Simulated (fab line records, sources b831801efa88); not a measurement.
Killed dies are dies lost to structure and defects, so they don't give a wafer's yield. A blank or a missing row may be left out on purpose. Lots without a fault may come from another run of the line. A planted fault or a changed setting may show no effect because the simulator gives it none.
Chamber matching | flow sky130 | SKY_FIELD_ISO_CMP_27 on cmp-01: 4 sister chambers
The step polishes, stops on Si3N4, t overpolish 16 s, target thk 457.8 nm. 4 wafers are shown with their chamber, then 10 later ones without.

WAFERS WITH THEIR CHAMBER
wafer  | chamber | motor_current_A (A)
L207.1 | 0       | 13.4
L209.3 | 1       | 12.1
L210.3 | 3       | 10.3
L210.5 | 2       | 14.9

WAFERS WITHOUT THEIR CHAMBER
wafer  | motor_current_A (A)
L210.6 | 12.4
L211.1 | 11.1
L211.2 | 14.8
L211.6 | 11.7
L216.4 | 10.9
L216.5 | 10.1
L216.6 | 12.3
L217.1 | 12.8
L217.4 | 11.9
L217.6 | 10.5

WHICH CHAMBER EACH WENT THROUGH
wafer  | from the rows above     | in truth
L210.6 | can't be placed: 1 or 0 | 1
L211.1 | can't be placed: 3 or 1 | 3
L211.2 | 2                       | 2
L211.6 | 1                       | 1
L216.4 | can't be placed: 3 or 1 | 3
L216.5 | 3                       | 3
L216.6 | 1                       | 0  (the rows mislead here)
L217.1 | can't be placed: 0 or 1 | 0
L217.4 | 1                       | 1
L217.6 | 3                       | 3
Placed correctly: 5 of 10. Can't be placed from these rows: 4 (the true chamber is among the candidates in 4). Placed wrongly: 1.
How it was worked out, from the rows above alone: a wafer's distance from a chamber is the root of the sum, over the readings, of the square of ((its reading less the chamber's mean) divided by the reading's scatter). The wafer belongs to the nearest chamber; if the next one is less than 2 further off, it can't be placed. A chamber's mean is the mean of its shown wafers. The scatter: with one shown wafer a chamber, the root of the mean of the squares of how far each hidden wafer lies from its nearest shown one.
